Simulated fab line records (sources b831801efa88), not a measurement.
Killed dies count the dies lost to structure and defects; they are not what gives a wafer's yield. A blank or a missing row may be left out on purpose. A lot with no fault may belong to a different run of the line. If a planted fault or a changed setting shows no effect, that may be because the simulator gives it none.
The tool behind it: which one?	flow sky130	11 lots, 33 wafers sampled, at 1 step of a route of 708

WHAT THE GAUGES READ, wafer by wafer
SKY_CONTACT_OVL_MEAS_15.
lot	measured	on	CONTACT_OVL (nm)
L216	day 32 00:02	overlay-02	1 2 4
L218	day 32 05:40	overlay-02	0 11 3
L219	day 32 10:42	overlay-02	3 2 3
L224	day 34 01:39	overlay-02	-5 4 0
L225	day 34 14:50	overlay-02	-4 8 0
L226	day 35 05:37	overlay-02	-7 0 -9
L232	day 36 22:34	overlay-02	-7 8 -1
L233	day 37 02:41	overlay-01	4 -7 4
L234	day 37 09:51	overlay-01	7 8 5
L236	day 37 17:29	overlay-02	-3 -9 -9
L239	day 38 17:05	overlay-01	1 5 5

EACH LOT AND THE TOOL THAT RAN IT (in order: tool; ch and the chambers of the sampled wafers; start)
There is no process step in the record ahead of these readings.

THE ANSWER, worked out from the rows above alone
Rule: the usual values come from the lots themselves. Put in order of their means at a reading, lots are off if they are a third of the lots or fewer, leave a main group of 4 or more, and stand apart from it by a gap of 3 or more times the standard deviation of the main group's means; of several such gaps the widest counts. If all means in a main group match to the digits the tables above print for the reading, that group is not used. Also off: a lot with no number at a reading for which 4 or more lots have one. The other lots that the step has rows for count as sound.
Across all readings shown, no lot is off: no conclusion can be drawn from this.

WHAT THE SIMULATOR PUT IN
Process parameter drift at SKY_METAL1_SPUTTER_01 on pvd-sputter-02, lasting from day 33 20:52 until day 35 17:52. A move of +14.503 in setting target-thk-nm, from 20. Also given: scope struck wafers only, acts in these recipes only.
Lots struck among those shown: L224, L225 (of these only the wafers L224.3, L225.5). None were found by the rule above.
